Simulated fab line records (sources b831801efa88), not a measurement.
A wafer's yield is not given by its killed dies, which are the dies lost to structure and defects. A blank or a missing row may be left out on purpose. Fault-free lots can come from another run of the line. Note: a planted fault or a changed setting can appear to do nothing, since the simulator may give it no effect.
Chamber matching	flow gf180mcu	GF_V4_CVD_02 on pecvd-02: 3 sister chambers
The step deposits SiO2 from TEOS, target thk 850 nm, time 94.851 s. 14 wafers are shown with their chamber, then 7 later ones without.

== WAFERS WITH THEIR CHAMBER ==
wafer	chamber	heater_power_w (W)	heater_power_outer_w (W)
L078.1	0	769	479
L078.4	1	420	254
L078.6	2	608	337
L079.2	1	520	328
L079.4	0	635	355
L079.5	2	490	255
L086.2	1	513	314
L086.3	0	749	435
L086.6	0	758	463
L087.2	2	505	267
L087.3	1	547	347
L087.4	2	564	302
L091.2	2	594	330
L091.4	1	507	320

SIGNATURES, as means of the wafers listed above
reading	chamber 0	chamber 1	chamber 2	scatter within a chamber
heater_power_w	727.75	501.40	552.20	53.9
heater_power_outer_w	433.00	312.60	298.20	42
Rule: for a wafer and a chamber, the distance is found by dividing, reading by reading, the gap between the wafer's reading and the chamber's mean by the reading's scatter, squaring, summing and taking the root. If the next closest chamber is less than 2 further off than the closest, the wafer can't be placed; otherwise it belongs to the closest. How the scatter is found: for the shown wafers, subtract from each reading the mean of its chamber, square and add these, divide the total by (wafers less chambers), then take the root.

== WAFERS WITHOUT THEIR CHAMBER ==
wafer	heater_power_w (W)	heater_power_outer_w (W)
L091.5	614	346
L092.1	496	296
L092.4	698	432
L092.5	505	323
L096.4	766	471
L096.5	416	244
L096.6	582	323

== WHICH CHAMBER EACH ONE RAN IN ==
wafer	from the rows above	in truth
L091.5	can't be placed: 2 or 1 or 0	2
L092.1	can't be placed: 1 or 2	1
L092.4	0	0
L092.5	can't be placed: 1 or 2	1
L096.4	0	0
L096.5	can't be placed: 1 or 2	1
L096.6	can't be placed: 2 or 1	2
Correctly placed: 2 of 7. From these rows, 5 cannot be placed; in 5 the true chamber is one of the candidates. Wrongly placed: 0.
